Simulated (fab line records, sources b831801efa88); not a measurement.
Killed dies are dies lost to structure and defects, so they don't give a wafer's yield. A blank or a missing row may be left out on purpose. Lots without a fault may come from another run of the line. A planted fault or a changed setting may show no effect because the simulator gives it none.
fab line records | flow sky130
record lots=6 wafers=18 last_day=50
route steps=708 shown FIELD_ISO@31 NWELL@32 DNWELL@35 PWDE@45 PAD_OPEN@708
lots that met no fault: from a run of the same line without faults
start_h: hours from the record's first day to the start of the lot's first wafer shown | wait_h: hours since the lot's step before | " the same as in the row above | L1.1+2: a row that stands for several wafers | - no value, or no start given | * or withheld: withheld | < > ~ a bound
route shown NAME@n: a module of which the file shows steps, and the number in the route of the first | usual: mean/standard deviation of fault-free wafers | same: alike in all rows | chamber/n: place in a boat | sites: the reading at each site | _std_site: their standard deviation | _edge_site: outer sites' mean less inner sites' | radius_mm: how far each site lies from the wafer's centre | mask NAME#n: copy n | behind: the tool/chamber that last shaped the wafer | hold: why the lot was held/for how many hours/how that ended | device: the transistor (n, p or np) that didn't switch | end of line: the same wafers' tests at the end of the route | a step without rows: its recipe alone | killed: dies lost to structure and defects at the first sort, not the wafer's yield | map: a wafer's dies, x killed, . not, _ none there
set.NAME: the setting as run; set.NAME@STEP: as run at that earlier step | model.NAME: the simulator's own value behind a step, which no gauge read
lots at some steps of the route; a table a step, a row a wafer
services: from which hour (start_h, from the record's first day; less than 0 if before it) a tool's chamber was out of use, for how many hours, and why
## steps
# step SKY_FIELD_ISO_WET_ETCH_30
# recipe chemistry=dHF target_depth_nm=25 target=SiO2 dilution=10:1 temp_c=25 time_s=50
# step SKY_NWELL_CLEAN_00
# recipe chemistry=SC1/SC2 mix=1:4:20 temp_c=70 time_s=150 dry=n2_spin
# step SKY_NWELL_OXIDATION_01
# recipe temp_c=900 ambient=O2 stabilise_s=600 purge_s=300 target_thk_a=100 ox_time_s=1418
# step SKY_NWELL_THK_MEAS_02
# recipe reads=SiO2_of_NWELL_OXIDATION_01
# usual NWELL_OXIDATION_THK=10.07/0.17
# columns lot.wafer tool chamber start_h wait_h NWELL_OXIDATION_THK[nm]
L162.3 film_metro-01 - 69.48 0.0 10.12
L162.4 " - " " 10.15
L162.6 " - " " 10.14
L163.1 film_metro-04 - 78.33 0.0 10.27
L163.3 " - " " 10.27
L163.5 " - " " 10.16
L166.1 film_metro-03 - 90.83 0.0 10.17
L166.2 " - " " 10.17
L166.3 " - " " 10.07
L168.1 film_metro-01 - 100.02 0.0 9.95
L168.4 " - " " 10.03
L168.5 " - " " 10.01
L175.1 film_metro-03 - 140.62 0.0 10.32
L175.2 " - " " 10.11
L175.5 " - " " 10.07
L176.2 film_metro-04 - 146.54 0.0 9.95
L176.4 " - " " 9.97
L176.5 " - " " 10.04
# step SKY_DNWELL_DEHYDRATE_00
# recipe temp_c=200 time_s=60
# step SKY_DNWELL_HMDS_01
# recipe prime_time_s=60 prime_temp_c=120
# step SKY_DNWELL_COAT_02
# recipe spin_rpm=2000 resist_thk_nm=3000
# step SKY_DNWELL_SOFTBAKE_03
# recipe temp_c=110 time_s=withheld
# step SKY_DNWELL_EXPOSE_04
# recipe mask_id=DNM na=0.57 target_cd_nm=3000 dose_mj=222
# step SKY_DNWELL_PEB_05
# recipe temp_c=115 time_s=withheld
# step SKY_DNWELL_DEVELOP_06
# recipe wall_angle_deg=90 developer=TMAH develop_time_s=60 dev_temp_c=23
# step SKY_DNWELL_IMPLANT_07
# recipe species=P energy_kev=withheld dose_cm2=withheld tilt_deg=withheld
# step SKY_DNWELL_STRIP_08
# recipe chemistry=O2/N2 power_w=1400 pressure_mtorr=1500 platen_temp_c=withheld o2_flow_sccm=3000 n2_flow_sccm=300 overash_fraction=0.5
# usual drypump_motor_current_A=5.7/0.51 oes_product_au=0.723/0.0046 strip_time_to_endpoint_s=36.94/0.12
# columns lot.wafer tool chamber start_h wait_h drypump_motor_current_A oes_product_au rf_hours_counter_h strip_time_to_endpoint_s
L162.3 plasma_asher-03 0 86.68 0.1 6.2 0.722 - 37.15
L162.4 " 1 " " 6.2 0.716 - 37.10
L162.6 " 1 " " 6.3 0.730 - 37.13
L163.1 plasma_asher-01 0 95.71 0.1 5.6 0.724 27 36.93
L163.3 " 0 " " 5.6 0.722 - 36.81
L163.5 " 0 " " 5.6 0.717 - 36.90
L166.1 plasma_asher-04 1 109.95 0.1 4.9 0.723 40 36.79
L166.2 " 0 " " 5.6 0.731 40 36.83
L166.3 " 0 " " 5.6 0.727 - 36.77
L168.1 plasma_asher-04 0 118.85 0.1 5.6 0.720 41 37.10
L168.4 " 0 " " 5.6 0.718 - 37.07
L168.5 " 1 " " 4.9 0.724 - 36.86
L175.1 plasma_asher-03 1 159.99 0.1 6.3 0.722 4 36.93
L175.2 " 0 " " 6.2 0.718 4 36.97
L175.5 " 0 " " 6.2 0.730 - 37.00
L176.2 plasma_asher-03 1 166.59 0.1 6.2 0.728 5 37.12
L176.4 " 1 " " 6.3 0.718 - 37.02
L176.5 " 0 " " 6.2 0.711 - 37.10
# step SKY_DNWELL_TW_MEAS_09
# usual DNWELL_TW=1107/11
# columns lot.wafer tool chamber start_h wait_h DNWELL_TW
L162.3 film_metro-01 - 86.77 0.1 1101
L162.4 " - " " 1101
L162.6 " - " " 1096
L163.1 film_metro-04 - 95.81 0.1 1125
L163.3 " - " " 1117
L163.5 " - " " 1123
L166.1 film_metro-03 - 110.05 0.1 1098
L166.2 " - " " 1102
L166.3 " - " " 1098
L168.1 film_metro-03 - 118.95 0.1 1092
L168.4 " - " " 1094
L168.5 " - " " 1090
L175.1 film_metro-01 - 160.09 0.1 1089
L175.2 " - " " 1089
L175.5 " - " " 1091
L176.2 film_metro-01 - 166.70 0.1 1098
L176.4 " - " " 1099
L176.5 " - " " 1104
# step SKY_PWDE_DEHYDRATE_00
# recipe temp_c=200 time_s=60
# step SKY_PWDE_HMDS_01
# recipe prime_time_s=60 prime_temp_c=120
# step SKY_PWDE_COAT_02
# recipe spin_rpm=2000 resist_thk_nm=3000
# step SKY_PWDE_SOFTBAKE_03
# recipe temp_c=110 time_s=withheld
# step SKY_PWDE_EXPOSE_04
# recipe mask_id=PWDEM na=0.6 source_shape=conventional sigma_outer=0.6 polarization=unpolarized target_cd_nm=840 dose_mj=214
# step SKY_PWDE_PEB_05
# recipe temp_c=115 time_s=withheld
# step SKY_PWDE_DEVELOP_06
# recipe wall_angle_deg=90 developer=TMAH develop_time_s=60 dev_temp_c=23
# step SKY_PWDE_OVL_MEAS_07
# usual PWDE_OVL=0.0/1.1
# columns lot.wafer tool chamber start_h wait_h PWDE_OVL[nm]
L162.3 overlay-02 - 104.76 - 0.7
L162.4 " - " " 1.1
L162.6 " - " " 2.1
L163.1 overlay-01 - 114.88 - -0.8
L163.3 " - " " -1.2
L163.5 " - " " 0.7
L166.1 overlay-02 - 128.78 - 0.6
L166.2 " - " " 1.2
L166.3 " - " " 0.8
L168.1 overlay-02 - 137.98 - 0.9
L168.4 " - " " -0.5
L168.5 " - " " 1.9
L175.1 overlay-01 - 180.69 - 0.8
L175.2 " - " " 0.3
L175.5 " - " " 0.3
L176.2 overlay-01 - 188.34 - -1.5
L176.4 " - " " -0.3
L176.5 " - " " 1.1
# step SKY_PWDE_IMPLANT_08
# recipe species=B energy_kev=150 dose_cm2=3.6e+12 tilt_deg=withheld
# step SKY_PWDE_STRIP_09
# recipe chemistry=O2/N2 power_w=1400 pressure_mtorr=1500 platen_temp_c=withheld o2_flow_sccm=3000 n2_flow_sccm=300 overash_fraction=0.5
# usual drypump_motor_current_A=5.5/0.39 oes_product_au=0.722/0.0048 strip_time_to_endpoint_s=36.94/0.094
# columns lot.wafer tool chamber start_h wait_h drypump_motor_current_A oes_product_au rf_hours_counter_h strip_time_to_endpoint_s
L162.3 plasma_asher-04 1 104.96 0.1 4.9 0.727 - 36.91
L162.4 " 0 " " 5.6 0.720 - 36.79
L162.6 " 1 " " 4.9 0.722 - 36.91
L163.1 plasma_asher-04 1 115.07 0.1 4.9 0.730 41 36.99
L163.3 " 1 " " 4.9 0.716 - 36.96
L163.5 " 1 " " 4.9 0.721 - 36.93
L166.1 plasma_asher-02 0 128.97 0.1 5.8 0.724 43 36.98
L166.2 " 1 " " 6.0 0.718 43 37.02
L166.3 " 1 " " 6.1 0.735 - 37.11
L168.1 plasma_asher-04 1 138.17 0.1 4.9 0.725 43 36.87
L168.4 " 0 " " 5.6 0.727 - 36.91
L168.5 " 0 " " 5.6 0.722 - 36.92
L175.1 plasma_asher-04 1 180.88 0.1 4.9 0.725 47 36.91
L175.2 " 0 " " 5.6 0.727 47 36.85
L175.5 " 1 " " 4.9 0.722 - 36.91
L176.2 plasma_asher-04 0 188.52 0.1 5.6 0.718 48 37.02
L176.4 " 0 " " 5.6 0.727 - 36.99
L176.5 " 1 " " 4.9 0.721 - 36.97
# step SKY_PWDE_TW_MEAS_10
# usual PWDE_TW=371/3.9
# columns lot.wafer tool chamber start_h wait_h PWDE_TW
L162.3 film_metro-04 - 105.05 0.1 373
L162.4 " - " " 371
L162.6 " - " " 376
L163.1 film_metro-03 - 115.17 0.1 369
L163.3 " - " " 365
L163.5 " - " " 367
L166.1 film_metro-04 - 129.07 0.1 374
L166.2 " - " " 376
L166.3 " - " " 375
L168.1 film_metro-04 - 138.27 0.1 375
L168.4 " - " " 374
L168.5 " - " " 375
L175.1 film_metro-04 - 180.98 0.1 372
L175.2 " - " " 372
L175.5 " - " " 375
L176.2 film_metro-03 - 188.63 0.1 366
L176.4 " - " " 367
L176.5 " - " " 368
# step SKY_NWELL_DEHYDRATE_03
# recipe temp_c=200 time_s=60
# step SKY_NWELL_HMDS_04
# recipe prime_time_s=60 prime_temp_c=120
# step SKY_NWELL_COAT_05
# recipe spin_rpm=2000 resist_thk_nm=3000
# step SKY_NWELL_SOFTBAKE_06
# recipe temp_c=110 time_s=withheld
# step SKY_NWELL_EXPOSE_07
# recipe mask_id=NWM na=0.6 source_shape=conventional sigma_outer=0.6 polarization=unpolarized target_cd_nm=840 dose_mj=255
# step SKY_NWELL_PEB_08
# recipe temp_c=115 time_s=withheld
# step SKY_NWELL_DEVELOP_09
# recipe wall_angle_deg=90 developer=TMAH develop_time_s=60 dev_temp_c=23
# step SKY_NWELL_OVL_MEAS_10
# usual NWELL_00_OVL=0.8/1.3
# columns lot.wafer tool chamber start_h wait_h NWELL_00_OVL[nm]
L162.3 overlay-02 - 123.65 - 0.0
L162.4 " - " " 0.8
L162.6 " - " " 1.4
L163.1 overlay-01 - 133.85 - 4.4
L163.3 " - " " 3.4
L163.5 " - " " 3.7
L166.1 overlay-01 - 148.45 - -0.4
L166.2 " - " " 0.7
L166.3 " - " " 0.2
L168.1 overlay-01 - 157.48 - 1.1
L168.4 " - " " 0.5
L168.5 " - " " 0.8
L175.1 overlay-02 - 201.40 - -0.5
L175.2 " - " " -1.4
L175.5 " - " " -1.4
L176.2 overlay-01 - 208.96 - 0.6
L176.4 " - " " -0.8
L176.5 " - " " 0.3
# step SKY_NWELL_IMPLANT_11
# recipe species=P energy_kev=400 dose_cm2=1.9e+13 tilt_deg=withheld
# step SKY_NWELL_IMPLANT_12
# recipe species=P energy_kev=120 dose_cm2=1.3e+12 tilt_deg=withheld
# step SKY_NWELL_IMPLANT_13
# recipe species=P energy_kev=50 dose_cm2=7e+11 tilt_deg=withheld
# step SKY_NWELL_STRIP_14
# recipe chemistry=O2/N2 power_w=1400 pressure_mtorr=1500 platen_temp_c=withheld o2_flow_sccm=3000 n2_flow_sccm=300 overash_fraction=0.5
# usual drypump_motor_current_A=5.86/0.29 oes_product_au=0.722/0.0047 strip_time_to_endpoint_s=36.90/0.11
# columns lot.wafer tool chamber start_h wait_h drypump_motor_current_A oes_product_au rf_hours_counter_h strip_time_to_endpoint_s
L162.3 plasma_asher-02 0 124.16 0.1 5.81 0.723 - 36.96
L162.4 " 1 " " 6.03 0.725 - 37.02
L162.6 " 1 " " 6.05 0.728 - 37.04
L163.1 plasma_asher-01 0 134.34 0.1 5.70 0.718 31 37.07
L163.3 " 1 " " 5.31 0.708 - 37.07
L163.5 " 0 " " 5.68 0.717 - 37.06
L166.1 plasma_asher-02 1 148.94 0.1 6.03 0.719 44 36.85
L166.2 " 0 " " 5.80 0.721 44 36.82
L166.3 " 0 " " 5.77 0.716 - 36.92
L168.1 plasma_asher-03 0 157.97 0.1 6.22 0.722 4 36.87
L168.4 " 0 " " 6.23 0.726 - 36.91
L168.5 " 1 " " 6.20 0.723 - 36.91
L175.1 plasma_asher-02 1 201.89 0.1 6.03 0.730 50 36.95
L175.2 " 0 " " 5.83 0.713 50 36.98
L175.5 " 0 " " 5.80 0.719 - 36.86
L176.2 plasma_asher-03 0 209.44 0.1 6.22 0.721 9 36.80
L176.4 " 1 " " 6.20 0.731 - 36.85
L176.5 " 1 " " 6.20 0.723 - 36.81
# step SKY_NWELL_TW_MEAS_15
# usual NWELL_TW=1806/19
# columns lot.wafer tool chamber start_h wait_h NWELL_TW
L162.3 film_metro-01 - 124.24 0.1 1813
L162.4 " - " " 1818
L162.6 " - " " 1821
L163.1 film_metro-04 - 134.44 0.1 1833
L163.3 " - " " 1824
L163.5 " - " " 1836
L166.1 film_metro-03 - 149.04 0.1 1798
L166.2 " - " " 1798
L166.3 " - " " 1789
L168.1 film_metro-03 - 158.07 0.1 1800
L168.4 " - " " 1786
L168.5 " - " " 1801
L175.1 film_metro-04 - 201.99 0.1 1824
L175.2 " - " " 1829
L175.5 " - " " 1826
L176.2 film_metro-04 - 209.55 0.1 1826
L176.4 " - " " 1824
L176.5 " - " " 1818
# step SKY_NWELL_DEHYDRATE_16
# recipe temp_c=200 time_s=60
# step SKY_NWELL_HMDS_17
# recipe prime_time_s=60 prime_temp_c=120
# step SKY_NWELL_COAT_18
# recipe spin_rpm=2000 resist_thk_nm=3000
# step SKY_NWELL_SOFTBAKE_19
# recipe temp_c=110 time_s=withheld
# step SKY_PAD_OPEN_PROBE_99
# usual killed_at_M0_to_M3=43/7.8 killed_at_M4_up=3.2/1.9 killed_at_contacts=24/5 killed_at_front_end=14/4.5 killed_at_other=0.2/0.41 killed_dies=84/9.6 killed_open=47/6.9 killed_short=38/6
# same gross_dies=492 killed_at_back_side=0
# columns lot.wafer tool chamber start_h wait_h killed_at_M0_to_M3 killed_at_M4_up killed_at_contacts killed_at_front_end killed_at_other killed_dies killed_open killed_short
L163.1 prober-01 - 1124.15 0.1 50 3 24 14 1 92 57 35
L163.3 prober-01 - 1124.25 0.2 57 1 16 10 0 84 50 34
L163.5 prober-01 - 1124.35 0.2 49 3 22 11 0 85 51 34
L166.1 prober-02 - 1146.70 0.1 39 3 23 17 1 83 50 33
L166.2 prober-02 - 1146.75 0.1 45 6 21 14 0 86 52 34
L166.3 prober-02 - 1146.80 0.2 40 3 26 9 0 78 41 37
L168.1 prober-02 - 1155.70 0.1 40 3 21 13 0 77 41 36
L168.4 prober-02 - 1155.85 0.2 25 3 21 11 1 61 32 29
L175.1 prober-01 - 1187.67 0.1 46 2 22 37 1 108 47 34
L175.2 prober-01 - 1187.72 0.1 39 4 14 60 0 117 44 23
L175.5 prober-01 - 1187.87 0.2 37 5 29 59 1 131 38 45
L176.2 prober-02 - 1190.29 0.1 46 1 17 38 2 104 40 40
L176.4 prober-02 - 1190.39 0.2 43 2 29 34 0 108 47 40
L176.5 prober-02 - 1190.44 0.2 49 1 15 58 0 123 44 34
# killed by level:class
L163.1 VIA1:geometric_particle:open=11 CONTACT:geometric_particle:open=11 VIA3:geometric_particle:open=9 VIA2:geometric_particle:open=8 LI_CONTACT:geometric_particle:open=6 CONTACT:geometric_particle:short=6 POLY_GATE:geometric_particle:short=4 VIA2:geometric_particle:short=4
L163.3 VIA3:geometric_particle:open=12 VIA1:geometric_particle:open=12 VIA1:geometric_particle:short=7 VIA2:geometric_particle:open=6 METAL1:geometric_particle:short=5 LI_CONTACT:geometric_particle:open=5 FIELD_ISO:geometric_particle:open=3 POLY_GATE:geometric_particle:open=3
L163.5 VIA1:geometric_particle:open=14 VIA1:geometric_particle:short=11 CONTACT:geometric_particle:open=9 VIA2:geometric_particle:open=7 VIA3:geometric_particle:open=7 LI_CONTACT:geometric_particle:open=5 LOCAL_INTERCONNECT:geometric_particle:short=4 POLY_GATE:geometric_particle:short=4
L166.1 VIA1:geometric_particle:open=16 CONTACT:geometric_particle:open=10 FIELD_ISO:geometric_particle:short=5 SPACER:geometric_particle:short=4 VIA3:geometric_particle:open=4 LI_CONTACT:geometric_particle:open=4 LOCAL_INTERCONNECT:geometric_particle:short=4 VIA2:geometric_particle:short=4
L166.2 VIA1:geometric_particle:open=13 CONTACT:geometric_particle:open=8 VIA3:geometric_particle:open=7 LI_CONTACT:geometric_particle:open=6 METAL1:geometric_particle:short=6 FIELD_ISO:geometric_particle:open=5 VIA2:geometric_particle:open=5 METAL3:geometric_particle:short=4
L166.3 LI_CONTACT:geometric_particle:open=8 VIA3:geometric_particle:open=8 LI_CONTACT:geometric_particle:short=7 CONTACT:geometric_particle:open=7 VIA1:geometric_particle:open=6 METAL1:geometric_particle:short=5 METAL3:geometric_particle:short=5 VIA3:geometric_particle:short=5
L168.1 VIA2:geometric_particle:open=11 VIA1:geometric_particle:open=8 LI_CONTACT:geometric_particle:open=7 FIELD_ISO:geometric_particle:short=6 CONTACT:geometric_particle:open=5 METAL1:geometric_particle:short=5 FIELD_ISO:geometric_particle:open=4 VIA2:geometric_particle:short=4
L168.4 CONTACT:geometric_particle:open=10 METAL1:geometric_particle:short=6 CONTACT:geometric_particle:short=4 VIA2:geometric_particle:open=4 VIA3:geometric_particle:open=4 SONOS_ONO:geometric_particle:open=3 SPACER:geometric_particle:short=3 LOCAL_INTERCONNECT:geometric_particle:open=3
L175.1 DNWELL:unspecified=27 VIA1:geometric_particle:open=12 LI_CONTACT:geometric_particle:open=8 METAL2:geometric_particle:short=8 VIA2:geometric_particle:open=7 CONTACT:geometric_particle:open=6 VIA3:geometric_particle:open=6 CONTACT:geometric_particle:short=5
L175.2 DNWELL:unspecified=50 VIA1:geometric_particle:open=12 CONTACT:geometric_particle:open=9 VIA3:geometric_particle:open=7 FIELD_ISO:geometric_particle:short=5 METAL1:geometric_particle:short=4 VIA1:geometric_particle:short=4 VIA2:geometric_particle:open=3
L175.5 DNWELL:unspecified=48 VIA1:geometric_particle:open=11 LI_CONTACT:geometric_particle:open=9 LOCAL_INTERCONNECT:geometric_particle:short=7 METAL1:geometric_particle:short=7 CONTACT:geometric_particle:short=6 VIA3:geometric_particle:open=5 FIELD_ISO:geometric_particle:short=4
L176.2 DNWELL:unspecified=24 VIA1:geometric_particle:open=10 METAL2:geometric_particle:short=7 VIA2:geometric_particle:open=7 CONTACT:geometric_particle:open=6 VIA2:geometric_particle:short=6 VIA3:geometric_particle:open=5 FIELD_ISO:geometric_particle:open=4
L176.4 DNWELL:unspecified=21 CONTACT:geometric_particle:open=14 VIA1:geometric_particle:open=13 METAL2:geometric_particle:short=7 CONTACT:geometric_particle:short=7 LI_CONTACT:geometric_particle:open=5 VIA1:geometric_particle:short=4 VIA2:geometric_particle:short=4
L176.5 DNWELL:unspecified=45 VIA1:geometric_particle:open=9 VIA2:geometric_particle:open=9 METAL2:geometric_particle:short=6 VIA3:geometric_particle:open=6 POLY_GATE:geometric_particle:open=5 LI_CONTACT:geometric_particle:open=5 METAL1:geometric_particle:short=5
# map L175.5 (x killed, . not)
__________x........x_________
________x.......x..xx._______
______x..........x......_____
_____....x..x...xxx......____
____..x...x...............___
___.xxx................x...__
__.x.x............xx.x...x.._
_...x..xx.xxx.....x......x...
_.....x.x...........x.x......
_xxx......x...xxxx........xx.
_..x.xxx.xx......xx.x....x.x.
_.xxxxxxx.......x.x.x..x.x...
_.xxxxxxxx......x......x.x.x.
_.xxxxxxxx..x.x..............
_.xxxxxxx.............x......
__xxxxx.xxx...x............._
___xxxxxx...............x.x__
____..x..xx...x......x...x___
_____.................x..____
______.x.x...x.xx..x...._____
________....x........._______
__________.........._________
# map L176.5 (x killed, . not)
__________.........._________
________x..x.........._______
______.xxxxx............_____
_____x.x.......x....x..x.____
____..x.xx.x......x.x..x..___
___....x.x......x.....x....__
__..x..x............x......._
_xxx..x...........xx.........
_...x.................x..x..x
_...x..x.......x.x..x..x..x..
_...x.xxx........x...x.......
_xxxxxxxx.x..x.x...x...x.x..x
_.xxxxxxx.x....x.....x.......
_.xxxxxxxxx.x....x...........
_.xxxxxxx.x...x...........x.x
__xx.xx......x..x..........x_
___xx.xx.......xx.......x..__
____...x.....x....x....x..___
_____x...x.....x.......x.____
______x...............x._____
________....x.x.....x._______
__________.........._________
## services
# columns tool chamber start_h hours kind
plasma_asher-01 - 67.09 4.7 repair
plasma_asher-01 - 86.45 2.0 repair
plasma_asher-03 - 108.75 9.0 pm
plasma_asher-03 0 108.75 9.0 vent_cycle
plasma_asher-03 1 108.75 9.0 vent_cycle
plasma_asher-03 0 117.75 - clean
plasma_asher-03 1 117.75 - clean
## key
first_sign step=SKY_PAD_OPEN_PROBE_99 reading=killed_at_front_end direction=up sigmas=7.5 usual=14 struck=48
effect step=SKY_PAD_OPEN_PROBE_99 reading=killed_dies direction=up sigmas=3.2 usual=84 struck=115 wafers_moved=5
met_at SKY_DNWELL_STRIP_08
struck_wafers L175.1,L175.2,L175.5,L176.2,L176.4,L176.5
tester_left_out L175,L176
onset_between 86.68 159.99
also_fits time
fault kind=chamber_particle_source tool=plasma_asher-03 chamber=- onset_h=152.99 steps=SKY_DNWELL_STRIP_08 rate_per_visit_cm2=0.6513 end_h=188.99
# tester_left_out: of these lots the tester's yield and bins aren't shown, on N5 and GAA mostly nor the transistor test; their killed dies are dies lost to structure and defects alone, not to doping, threshold or leakage, so they don't give the yield
